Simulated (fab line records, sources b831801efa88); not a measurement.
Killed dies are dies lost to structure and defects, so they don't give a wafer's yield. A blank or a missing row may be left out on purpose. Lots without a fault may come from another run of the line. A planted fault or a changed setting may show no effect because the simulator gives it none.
One fault seen from 2 desks | flow gf180mcu | each desk has only its own numbers; what lay behind them comes last

THE METROLOGY DESK
What the gauges read, lot by lot, whatever tool the lot ran on: means of the sampled wafers that have a number. A lot is out of limits, marked OUT, if its mean lies more than 4 standard deviations from the usual mean; the brackets give that distance.
Columns: A = V2_BOW at GF_V2_BOW_MEAS_05, usual 98 um; B = V3_CVD_00_THK at GF_V3_THK_MEAS_01, usual 597 nm
lot  | first seen here | A   | B
L311 | day 18 23:31    | 99  | 591
L312 | day 19 04:17    | 101 | 599
L313 | day 19 14:05    | 96  | 599
L314 | day 21 02:17    | 107 | 607
L319 | day 22 16:44    | 96  | 506 (-13) OUT
L318 | day 22 19:47    | 93  | 502 (-14) OUT
L327 | day 25 07:57    | 90  | 603
L329 | day 25 17:13    | 102 | 600
L330 | day 26 00:17    | 100 | 599
L331 | day 26 09:48    | 95  | 592
L333 | day 26 19:08    | 100 | 600
L334 | day 27 02:20    | 109 | 607
This desk's finding: out of limits on L318, L319; first on L319, day 24 16:16 (V3_CVD_00_THK at GF_V3_THK_MEAS_01). In limits: L311, L312, L313, L314, L327, L329, L330, L331, L333, L334.

THE TOOL OWNER'S DESK: hdpcvd-02
The tool's own readings at GF_V3_CVD_00 (deposits SiO2, target thk 600 nm, time 100 s): means of the sampled wafers that have a number, for each lot that ran on this tool. A lot is out of limits, marked OUT, if its mean lies more than 4 standard deviations from the usual mean; the brackets give that distance.
Columns: A = pressure_mtorr at GF_V3_CVD_00, usual 6.000 mTorr; B = sih4_flow_sccm at GF_V3_CVD_00, usual 59.99 sccm
lot  | first seen here | A     | B
L312 | day 21 07:01    | 6.001 | 60.06
L313 | day 21 17:18    | 6.006 | 59.92
L314 | day 23 04:18    | 5.993 | 60.09
L319 | day 24 16:11    | 6.000 | 51.04 (-60) OUT
L318 | day 24 19:37    | 5.991 | 51.23 (-58) OUT
L327 | day 27 03:46    | 6.006 | 59.96
L330 | day 27 19:40    | 6.005 | 59.87
L333 | day 28 12:31    | 5.999 | 59.90
This desk's finding: out of limits on L318, L319; first on L319, day 24 16:11 (sih4_flow_sccm at GF_V3_CVD_00). In limits: L312, L313, L314, L327, L330, L333.

PUT TOGETHER
The tool owner's desk could have raised an alarm at day 24 16:11, on L318, L319.
The metrology desk could have raised an alarm at day 24 16:16, on L318, L319.
Of the lots named, all ran GF_V3_CVD_00 on hdpcvd-02.

WHAT THE SIMULATOR HAD PUT IN
Process parameter drift: hdpcvd-02, from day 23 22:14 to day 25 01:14, at GF_V3_CVD_00. Setting sih4_flow_sccm, moved by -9, from 60. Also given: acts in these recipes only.
Lots struck among those shown: L318, L319.
Hours from the fault's start to each desk's first reading out of limits: the tool owner's desk, 18; the metrology desk, 18.
